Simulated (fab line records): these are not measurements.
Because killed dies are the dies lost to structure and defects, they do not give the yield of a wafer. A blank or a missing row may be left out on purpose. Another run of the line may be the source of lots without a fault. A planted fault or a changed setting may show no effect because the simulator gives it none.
Problem report in the 8D (eight disciplines) form, filled by code + flow gf180mcu + the parts of the form that need people (team, actions taken, sign-off) are left out

== 1. THE ISSUE ==
LVPWELL_TW at GF_LVPWELL_TW_MEAS_11 reads a mean of 30 on 3 wafers of 1 lot; wafers without a fault read 562 with a standard deviation of 4.4. So: -99 or more standard deviations from the usual mean.
Earliest sighting: wafer L884.1 on filmMetro-02 at day 6 13:59. The record has a number at this step for 33 wafers belonging to 11 lots. Rule for "out" (also "out of limits"): further than 4 standard deviations from the usual mean. The other wafers with a number count as sound.

== 2. WHAT IT IS, WHAT IT ISN'T ==
| question                    | is                     | is not                                                                                 |
|-----------------------------|------------------------|----------------------------------------------------------------------------------------|
| which readings at this step | LVPWELL_TW             | -                                                                                      |
| which lots                  | L884                   | L872, L876, L877, L878, L881, L882, L889, L891, L894, L895                             |
| which wafers of those lots  | all that have a number | -                                                                                      |
| read on which gauges        | filmMetro-02           | filmMetro-01, filmMetro-04                                                             |
| when                        | from day 6 13:59       | up to then (18 sound wafers); but 12 sound wafers of L889, L891, L894, L895 came after |

== 3. WHAT RULES OUT EACH SUSPECT ==
Counting: a tool at a process step up to the reading stays a suspect if it ran every lot that is out and no sound lot after the first of them.
- ruled out: the gauge at GF_LVPWELL_TW_MEAS_11. All the wafers that are out were read on filmMetro-02, but those of them that GF_NWELL_STRIP_10 has rows for are out there too, on other tools.
- plasmaAsher-03 at GF_NWELL_STRIP_10 (strips in O2/N2): ruled out as a lasting fault. The sound lots L894 went through it after L884, its earliest lot that is out (day 5 23:07).
- plasmaAsher-01 at GF_LVPWELL_STRIP_10 (strips in O2/N2): ruled out as a lasting fault. The sound lots L894, L895 went through it after L884, its earliest lot that is out (day 6 13:53).
Left after counting: nothing in the record.

== 4. THE CAUSE (what the simulator had put in) ==
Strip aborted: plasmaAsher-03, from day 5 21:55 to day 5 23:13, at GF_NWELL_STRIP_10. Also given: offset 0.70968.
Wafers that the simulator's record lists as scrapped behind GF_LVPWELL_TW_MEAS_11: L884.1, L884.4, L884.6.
It was ruled out by counting, in error; the rule expects a fault to strike all lots run on its tool from its start on, and this fault did not.

== 5. THE CHAIN OF EFFECTS, in route order ==
Rows list readings where the struck wafers' mean (over those with a number) sits beyond 3 standard deviations from the usual. Readings are gone through only where the record gives a usual standard deviation; hours: the median, over the lots, of the time from a lot's start at the first step in this table giving one to that lot's start at this step; sigmas: the change measured in usual standard deviations.
| hours | step                  | reading              | usual      | on struck wafers | change | sigmas      |
|-------|-----------------------|----------------------|------------|------------------|--------|-------------|
| 0     | GF_NWELL_STRIP_10     | oesProductAu         | 0.722 a.u. | 0.938            | +0.216 | +48         |
| 15    | GF_LVPWELL_STRIP_10   | stripTimeToEndpointS | 37.00 s    | 57.73            | +20.73 | +99 or more |
| 15    | GF_LVPWELL_TW_MEAS_11 | LVPWELL_TW           | 562        | 30               | -532   | -99 or more |
Here are the process steps it includes:
- GF_NWELL_STRIP_10: strips in O2/N2.
- GF_LVPWELL_STRIP_10: strips in O2/N2.
Readings that are blank on the struck wafers while sound wafers have them: stripTimeToEndpointS at GF_NWELL_STRIP_10.

== 6. WHAT WOULD HAVE CAUGHT IT SOONER ==
The first out-of-limits reading at a measuring or inspecting step in this record came at day 6 13:59, 16 hours after the fault's start at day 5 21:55.
Tool's own readings at GF_NWELL_STRIP_10, oesProductAu: out on all struck wafers the step has rows for; an alarm limit on them would have tripped on the first.
